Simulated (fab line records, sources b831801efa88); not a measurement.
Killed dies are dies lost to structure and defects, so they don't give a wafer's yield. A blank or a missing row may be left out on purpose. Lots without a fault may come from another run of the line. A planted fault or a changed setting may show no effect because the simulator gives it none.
Which tool did it? | flow gf180mcu | 11 lots, 33 wafers sampled, at 6 steps of a route of 602

WHAT THE GAUGES READ, wafer by wafer
GF_MVPSD_TW_MEAS_11. Usual: MVPSD_TW 554, standard deviation 5.2.
lot  | measured     | on            | MVPSD_TW    | flag
L475 | day 4 14:56  | film_metro-04 | 559 557 560 |
L478 | day 5 09:17  | film_metro-04 | 554 552 553 |
L480 | day 7 11:29  | film_metro-02 | 548 547 552 |
L483 | day 7 16:47  | film_metro-02 | 552 549 550 |
L484 | day 7 16:43  | film_metro-04 | 555 558 558 |
L487 | day 8 02:17  | film_metro-04 | 560 557 560 |
L489 | day 8 19:10  | film_metro-02 | 547 549 547 |
L490 | day 8 23:50  | film_metro-02 | 545 547 548 |
L493 | day 9 19:50  | film_metro-03 | 609 610 607 | OFF
L494 | day 10 00:29 | film_metro-04 | 601 605 605 | OFF
L496 | day 10 21:53 | film_metro-02 | 593 593 590 | OFF

GF_VT_IMPLANT_RS_MEAS_49: measures by four-point-probe. Usual: MVPSD_RS 1166.9 ohm/sq, standard deviation 2.4.
lot  | measured     | on            | MVPSD_RS (ohm/sq)    | flag
L475 | day 7 01:36  | film_metro-03 | 1162.9 1162.4 1163.6 |
L478 | day 7 22:25  | film_metro-03 | 1167.3 1170.9 1171.3 |
L480 | day 10 08:28 | film_metro-03 | 1166.8 1166.9 1165.5 |
L483 | day 10 16:08 | film_metro-04 | 1166.0 1164.2 1163.6 |
L484 | day 10 15:20 | film_metro-02 | 1170.0 1168.5 1171.5 |
L487 | day 11 02:03 | film_metro-04 | 1166.7 1170.0 1167.5 |
L489 | day 11 21:35 | film_metro-02 | 1169.4 1166.2 1166.5 |
L490 | day 12 00:54 | film_metro-02 | 1166.9 1167.8 1168.7 |
L493 | day 13 01:50 | film_metro-03 | 1290.7 1295.3 1292.7 | OFF
L494 | day 13 05:31 | film_metro-02 | 1287.4 1289.9 1289.6 | OFF
L496 | day 14 04:22 | film_metro-03 | 1288.7 1288.5 1285.0 | OFF

WHICH TOOL RAN EACH LOT (tool, then ch and the chambers of the sampled wafers, then the start)
lot  | GF_STI_CMP_25                | GF_NWELL_STRIP_10                   | GF_MVPSD_IMPLANT_08             | GF_VT_IMPLANT_STRIP_20
L475 | cmp-01 ch 0,2,3, day 2 08:53 | plasma_asher-03 ch 0,1, day 3 12:08 | implanter-03 ch 0, day 4 14:32  | plasma_asher-02 ch 0,1, day 5 19:26
L478 | cmp-02 ch 2,3, day 3 01:05   | plasma_asher-02 ch 0, day 4 00:50   | implanter-04 ch 0, day 5 08:54  | plasma_asher-01 ch 0,1, day 6 15:11
L480 | cmp-01 ch 1,2,3, day 4 04:35 | plasma_asher-03 ch 0,1, day 5 13:17 | implanter-02 ch 0, day 7 11:06  | plasma_asher-02 ch 0,1, day 8 20:10
L483 | cmp-01 ch 0,1,3, day 4 08:29 | plasma_asher-03 ch 0,1, day 5 17:44 | implanter-04 ch 0, day 7 16:23  | plasma_asher-03 ch 0,1, day 9 02:49
L484 | cmp-02 ch 0,1,3, day 4 08:37 | plasma_asher-02 ch 0,1, day 5 17:22 | implanter-02 ch 0, day 7 16:18  | plasma_asher-02 ch 0,1, day 9 02:35
L487 | cmp-02 ch 1,3, day 4 20:59   | plasma_asher-03 ch 0,1, day 6 03:49 | implanter-03 ch 0, day 8 01:53  | plasma_asher-01 ch 0,1, day 9 12:20
L489 | cmp-02 ch 0,2,3, day 5 10:04 | plasma_asher-02 ch 0,1, day 6 18:34 | implanter-04 ch 0, day 8 18:45  | plasma_asher-01 ch 0,1, day 10 07:10
L490 | cmp-01 ch 0,1,2, day 5 13:55 | plasma_asher-02 ch 0,1, day 6 23:14 | implanter-04 ch 0, day 8 23:26  | plasma_asher-01 ch 0,1, day 10 11:40
L493 | cmp-01 ch 1,2, day 6 06:04   | plasma_asher-01 ch 0,1, day 7 16:10 | implanter-04 ch 0, day 9 19:27  | plasma_asher-03 ch 0,1, day 11 08:58
L494 | cmp-02 ch 0,2,3, day 6 09:59 | plasma_asher-02 ch 0,1, day 7 19:32 | implanter-04 ch 0, day 10 00:05 | plasma_asher-03 ch 1, day 11 12:53
L496 | cmp-02 ch 0,1,3, day 7 01:17 | plasma_asher-02 ch 0,1, day 8 15:31 | implanter-04 ch 0, day 10 21:30 | plasma_asher-02 ch 0,1, day 12 11:38
- GF_STI_CMP_25: polishes, stops on Si3N4, t overpolish 33 s, target thk 524.6 nm.
- GF_NWELL_STRIP_10: strips in O2/N2.
- GF_MVPSD_IMPLANT_08
- GF_VT_IMPLANT_STRIP_20: strips in O2/N2.

WHAT THE TOOLS THEMSELVES READ (means of the sampled wafers that have a number; where no wafer has one, the mark that the record gives instead)
GF_STI_CMP_25. Usual: motor_current_A 12.0 A, standard deviation 1.1; overpolish_run_s 33.000 s, standard deviation 0.0085; retaining_ring_pressure_frac 1.000, standard deviation 0.0044; slurry_flow_ml_min 150.0, standard deviation 0.43; time_to_endpoint_s 122 s, standard deviation 4.6.
lot  | tool   | motor_current_A (A) | overpolish_run_s (s) | retaining_ring_pressure_frac | slurry_flow_ml_min | time_to_endpoint_s (s) | flag
L475 | cmp-01 | 11.0                | 33.005               | 0.997                        | 150.1              | 119                    |
L478 | cmp-02 | 11.8                | 33.004               | 1.002                        | 149.9              | 121                    |
L480 | cmp-01 | 11.6                | 33.010               | 0.994                        | 150.0              | 117                    |
L483 | cmp-01 | 12.5                | 32.997               | 0.999                        | 150.2              | 116                    |
L484 | cmp-02 | 13.2                | 32.995               | 0.998                        | 150.0              | 121                    |
L487 | cmp-02 | 12.4                | 32.999               | 0.999                        | 149.9              | 124                    |
L489 | cmp-02 | 12.2                | 32.998               | 1.002                        | 150.0              | 123                    |
L490 | cmp-01 | 11.7                | 33.013               | 1.000                        | 150.2              | 119                    |
L493 | cmp-01 | 11.3                | 33.003               | 0.999                        | 150.1              | 123                    |
L494 | cmp-02 | 12.7                | 32.992               | 0.999                        | 150.2              | 126                    |
L496 | cmp-02 | 12.5                | 33.008               | 1.004                        | 150.3              | 128                    |

GF_NWELL_STRIP_10. Usual: drypump_motor_current_A 5.77 A, standard deviation 0.29; heater_power_w 296 W, standard deviation 33; oes_product_au 0.722 a.u., standard deviation 0.004; strip_time_to_endpoint_s 37.02 s, standard deviation 0.09.
lot  | tool            | drypump_motor_current_A (A) | heater_power_w (W) | oes_product_au (a.u.) | strip_time_to_endpoint_s (s) | flag
L475 | plasma_asher-03 | 5.51                        | 260                | 0.719                 | 37.12                        |
L478 | plasma_asher-02 | 5.87                        | 307                | 0.721                 | 36.99                        |
L480 | plasma_asher-03 | 5.50                        | 260                | 0.719                 | 37.12                        |
L483 | plasma_asher-03 | 5.52                        | 259                | 0.724                 | 37.08                        |
L484 | plasma_asher-02 | 5.93                        | 314                | 0.721                 | 37.12                        |
L487 | plasma_asher-03 | 5.66                        | 258                | 0.724                 | 37.00                        |
L489 | plasma_asher-02 | 5.94                        | 312                | 0.721                 | 36.96                        |
L490 | plasma_asher-02 | 5.98                        | 316                | 0.725                 | 37.00                        |
L493 | plasma_asher-01 | 5.79                        | 312                | 0.721                 | 36.98                        |
L494 | plasma_asher-02 | 6.03                        | 327                | 0.722                 | 37.03                        |
L496 | plasma_asher-02 | 5.96                        | 312                | 0.724                 | 36.97                        |

GF_MVPSD_IMPLANT_08. Usual: tilt_deg -0.001 degrees, standard deviation 0.022.
lot  | tool         | tilt_deg (degrees) | flag
L475 | implanter-03 | -0.009             |
L478 | implanter-04 | -0.014             |
L480 | implanter-02 | 0.017              |
L483 | implanter-04 | 0.000              |
L484 | implanter-02 | 0.031              |
L487 | implanter-03 | -0.014             |
L489 | implanter-04 | -0.014             |
L490 | implanter-04 | 0.018              |
L493 | implanter-04 | 2.601              | OFF
L494 | implanter-04 | 2.639              | OFF
L496 | implanter-04 | 2.655              | OFF

GF_VT_IMPLANT_STRIP_20. Usual: drypump_motor_current_A 5.79 A, standard deviation 0.3; heater_power_w 301 W, standard deviation 31; oes_product_au 0.716 a.u., standard deviation 0.005; strip_time_to_endpoint_s 12.65 s, standard deviation 0.043.
lot  | tool            | drypump_motor_current_A (A) | heater_power_w (W) | oes_product_au (a.u.) | strip_time_to_endpoint_s (s) | flag
L475 | plasma_asher-02 | 5.96                        | 317                | 0.719                 | 12.67                        |
L478 | plasma_asher-01 | 5.56                        | 330                | 0.720                 | 12.66                        |
L480 | plasma_asher-02 | 5.96                        | 316                | 0.716                 | 12.63                        |
L483 | plasma_asher-03 | 5.52                        | 256                | 0.712                 | 12.62                        |
L484 | plasma_asher-02 | 6.05                        | 322                | 0.715                 | 12.63                        |
L487 | plasma_asher-01 | 5.80                        | 312                | 0.713                 | 12.62                        |
L489 | plasma_asher-01 | 5.57                        | 330                | 0.716                 | 12.63                        |
L490 | plasma_asher-01 | 5.80                        | 314                | 0.715                 | 12.70                        |
L493 | plasma_asher-03 | 5.50                        | 257                | 0.716                 | 12.71                        |
L494 | plasma_asher-03 | 5.37                        | 259                | 0.715                 | 12.65                        |
L496 | plasma_asher-02 | 5.97                        | 307                | 0.716                 | 12.63                        |

THE ANSWER, worked out from the rows above alone
Rule: a lot is off if the mean of its wafers that have a number lies more than 3 standard deviations from the usual mean. A lot without any number at a reading at which 4 lots or more have one is off too. The other lots that the step has rows for count as sound. The gauges are gone through in route order, then the tools' own readings, and for those a lot's mean is taken as printed above. The first step at which some lot is off is used, and at that step the reading that is off furthest; a lot without a number counts as furthest.
Off: L493, L494, L496, at GF_MVPSD_TW_MEAS_11 (MVPSD_TW).
A tool fits if, at a process step before that reading, it ran every lot that is off, and no sound lot after the first of them. The gauges at GF_MVPSD_TW_MEAS_11 aren't tried: what is off there is off at GF_MVPSD_IMPLANT_08 too, on other tools, and a gauge's error can't cause that. One fits: implanter-04 at GF_MVPSD_IMPLANT_08. Its last sound lot is L490 (day 8 23:26), its first lot that is off L493 (day 9 19:27): a fault that began between those two fits.
The tool's own readings at GF_MVPSD_IMPLANT_08 bear it out: on the lots that are off they differ by more than 5 times the standard deviation of the sound lots' means. tilt_deg reads 2.632 degrees there against 0.002 degrees on the sound lots.

WHAT THE SIMULATOR HAD PUT IN
Process parameter drift: implanter-04, from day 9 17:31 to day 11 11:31, at GF_MVPSD_IMPLANT_08. Setting tilt_deg, moved by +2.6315, from 0. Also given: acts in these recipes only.
Lots struck among those shown: L493, L494, L496. The rule above found the same.
